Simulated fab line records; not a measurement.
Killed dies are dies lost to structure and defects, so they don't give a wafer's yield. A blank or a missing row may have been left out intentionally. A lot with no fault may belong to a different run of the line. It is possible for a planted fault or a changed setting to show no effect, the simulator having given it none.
A single fault, viewed from 2 desks | flow gf180mcu | numbers are kept per desk, each desk with only its own; the story behind them comes last

== THE METROLOGY DESK ==
Means of the sampled wafers that have a number, per lot and without regard to the tool the lot ran on: this is what the gauges read. If a lot's mean is further than 4 standard deviations from the usual mean, the lot is out of limits and carries the mark OUT (the distance appears in the brackets).
Columns: A = M1_ALCU_THK at GF_M1_THK_MEAS_06, usual 455 nm; B = M1_OVL at GF_M1_OVL_MEAS_15, usual -1 nm; C = V1_BOW at GF_V1_BOW_MEAS_05, usual 80 um
lot  | first seen here | A   | B  | C
L295 | day 16 17:36    | 456 | 4  | 80
L297 | day 17 15:34    | 464 | -3 | 72
L299 | day 18 08:22    | 450 | 1  | 77
L301 | day 18 23:01    | 459 | 0  | 84
L303 | day 19 18:22    | 453 | -2 | 80
L309 | day 22 00:31    | 454 | 2  | 78
L310 | day 22 15:38    | 458 | -6 | 83
L311 | day 22 19:38    | 447 | -3 | 61
L312 | day 22 23:56    | 448 | -1 | 56
L313 | day 23 11:15    | 453 | -3 | 83
L314 | day 23 12:48    | 446 | -2 | 84
L316 | day 24 04:40    | 449 | -1 | 87
Finding of this desk: none of the 12 lots has anything out of limits.

== TOOL OWNER'S DESK, hdpcvd-02 ==
The tool's own readings at GF_V1_CVD_00 (deposits SiO2, target thk 600 nm, time 100 s): means of the sampled wafers that have a number, for each lot that ran on this tool. If a lot's mean is further than 4 standard deviations from the usual mean, the lot is out of limits and carries the mark OUT (the distance appears in the brackets).
Columns: A = pressure_mtorr at GF_V1_CVD_00, usual 6.000 mTorr; B = run_length_s at GF_V1_CVD_00, usual 128.0 s
lot  | first seen here | A     | B
L295 | day 17 16:14    | 6.004 | 127.8
L297 | day 18 16:10    | 5.998 | 128.1
L303 | day 20 18:38    | 5.997 | 128.0
L310 | day 23 15:17    | 5.998 | 128.2
L313 | day 24 10:19    | 5.992 | 127.9
Finding of this desk: none of the 5 lots has anything out of limits.

== PUT TOGETHER ==
The metrology desk saw nothing out of limits.
The desk of the tool owner found nothing out of limits.

== WHAT THE SIMULATOR HAD INSERTED ==
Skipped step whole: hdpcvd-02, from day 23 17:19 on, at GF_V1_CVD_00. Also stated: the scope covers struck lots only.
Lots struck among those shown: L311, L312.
